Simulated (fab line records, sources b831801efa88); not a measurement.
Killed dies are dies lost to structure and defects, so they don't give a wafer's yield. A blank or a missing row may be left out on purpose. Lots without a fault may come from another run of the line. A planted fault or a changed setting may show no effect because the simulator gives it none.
One fault seen from 2 desks | flow sky130 | each desk has only its own numbers; what lay behind them comes last

THE METROLOGY DESK
What the gauges read, lot by lot, whatever tool the lot ran on: means of the sampled wafers that have a number. A lot is out of limits, marked OUT, if its mean lies more than 4 standard deviations from the usual mean; the brackets give that distance.
Columns: A = CAP2M_TIN_THK at SKY_CAP2M_THK_MEAS_04, usual 201.5 nm
lot  | first seen here | A
L774 | day 41 00:47    | 203.1
L773 | day 41 02:13    | 199.0
L775 | day 41 05:48    | 201.7
L779 | day 42 09:01    | 202.4
L780 | day 42 11:54    | 201.0
L782 | day 42 19:59    | 201.3
L783 | day 43 05:55    | 200.8
L786 | day 43 16:29    | 201.5
L787 | day 44 03:57    | 203.6
L793 | day 45 16:49    | 200.4
L794 | day 46 00:13    | 206.9
L796 | day 46 03:24    | 203.8
This desk's finding: nothing out of limits on any of the 12 lots.

THE TOOL OWNER'S DESK: rie_metal-04
The tool's own readings at SKY_LOCAL_INTERCONNECT_ETCH_13 (etches BARC in N2/H2, stops on SiO2, time 45.9 s, target depth 60 nm): means of the sampled wafers that have a number, for each lot that ran on this tool. A lot is out of limits, marked OUT, if its mean lies more than 4 standard deviations from the usual mean; the brackets give that distance.
Columns: A = drypump_motor_current_A at SKY_LOCAL_INTERCONNECT_ETCH_13, usual 5.70 A; B = oes_product_au at SKY_LOCAL_INTERCONNECT_ETCH_13, usual 0.855 a.u.; C = throttle_valve_pct at SKY_LOCAL_INTERCONNECT_ETCH_13, usual 13.225 %
lot  | first seen here | A    | B     | C
L774 | day 31 18:31    | 5.70 | 0.855 | 13.223
L775 | day 31 21:04    | 5.70 | 0.855 | 13.227
L779 | day 33 03:31    | 5.69 | 0.853 | 13.237
L780 | day 33 06:21    | 5.71 | 0.857 | 13.232
L782 | day 33 17:26    | 5.70 | 0.855 | 13.226
L787 | day 35 06:46    | 5.73 | 0.855 | 13.228
L793 | day 37 04:48    | 5.70 | 0.853 | 13.231
L794 | day 37 14:36    | 5.71 | 0.856 | 13.229
This desk's finding: nothing out of limits on any of the 8 lots.

PUT TOGETHER
The metrology desk saw nothing out of limits.
The tool owner's desk saw nothing out of limits.

WHAT THE SIMULATOR HAD PUT IN
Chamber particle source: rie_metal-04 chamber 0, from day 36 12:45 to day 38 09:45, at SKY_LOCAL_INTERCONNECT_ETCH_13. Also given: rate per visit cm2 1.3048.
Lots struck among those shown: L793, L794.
